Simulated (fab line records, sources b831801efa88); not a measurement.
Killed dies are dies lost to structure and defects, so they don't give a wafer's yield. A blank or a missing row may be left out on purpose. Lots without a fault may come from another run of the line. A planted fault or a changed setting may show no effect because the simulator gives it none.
Problem report in the 8D (eight disciplines) form, filled by code | flow gf180mcu | the parts of the form that need people (team, actions taken, sign-off) are left out

1. THE PROBLEM
NSD_RS at GF_PSD_RS_MEAS_14 reads a mean of 40.26 ohm/sq on 9 wafers of 3 lots; wafers without a fault read 46.15 ohm/sq with a standard deviation of 0.097. That is -61 standard deviations from the usual mean.
The step: measures by four-point-probe.
First seen on wafer L110.1, day 17 01:49, on film_metro-04. The record holds 39 wafers of 13 lots with a number at this step. Rule for "out", or "out of limits": more than 4 standard deviations from the usual mean. The other wafers with a number count as sound.

2. WHAT IT IS AND WHAT IT IS NOT
question                    | is                           | is not
which readings at this step | NSD_RS                       | -
which lots                  | L110, L111, L113             | L102, L104, L106, L109, L117, L119, L120, L121, L122, L123
which wafers of those lots  | all that have a number       | -
read on which gauges        | film_metro-02, film_metro-04 | film_metro-01
when                        | from day 17 01:49            | up to then (12 sound wafers); but 18 sound wafers of L117, L119, L120, L121, L122, L123 came after

3. SUSPECTS, AND WHAT RULES EACH OUT
Counting: a tool at a process step up to the reading stays a suspect if it ran every lot that is out and no sound lot after the first of them.
- the gauge at GF_PSD_RS_MEAS_14: ruled out. The wafers that are out were read on 2 gauges (film_metro-02, film_metro-04).
- rtp_anneal-02 at GF_PSD_RTA_13 (time 20 s): ruled out as a lasting fault. Sound lots L120, L121, L122, L123 ran on it after its first lot that is out, L110 (day 17 01:44).
Left after counting: nothing in the record.

4. THE CAUSE (what the simulator had put in)
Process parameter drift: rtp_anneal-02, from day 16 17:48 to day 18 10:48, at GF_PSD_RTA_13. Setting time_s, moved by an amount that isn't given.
Counting ruled it out, wrongly: the rule takes a fault to strike every lot that its tool runs from its start on, and this one did not.

5. THE CHAIN OF EFFECTS, in route order
Each row: a reading whose mean over the struck wafers that have a number lies more than 3 standard deviations from the usual. Only readings for which the record gives a usual standard deviation are gone through. hours: the time from each lot's start at the first step in this table that gives one to its start at this step, as a median over the lots. sigmas: the change in usual standard deviations.
hours | step              | reading      | usual         | on struck wafers | change | sigmas
0     | GF_PSD_RTA_13     | run_length_s | 48.87 s       | 85.79            | +36.92 | +99 or more
0     | GF_PSD_RS_MEAS_14 | NSD_RS       | 46.15 ohm/sq  | 40.26            | -5.89  | -61
0     | GF_PSD_RS_MEAS_15 | PSD_RS       | 108.63 ohm/sq | 98.09            | -10.54 | -35
The process steps in it:
- GF_PSD_RTA_13: time 20 s.

6. WHAT WOULD HAVE CAUGHT IT SOONER
In this record the first reading out of limits at a measuring or inspecting step was taken at day 17 01:49, 8 hours after the fault began at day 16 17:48.
The tool's own readings at GF_PSD_RTA_13 were out on every struck wafer that the step has a row for (run_length_s): an alarm limit on them would have fired on the first of those.
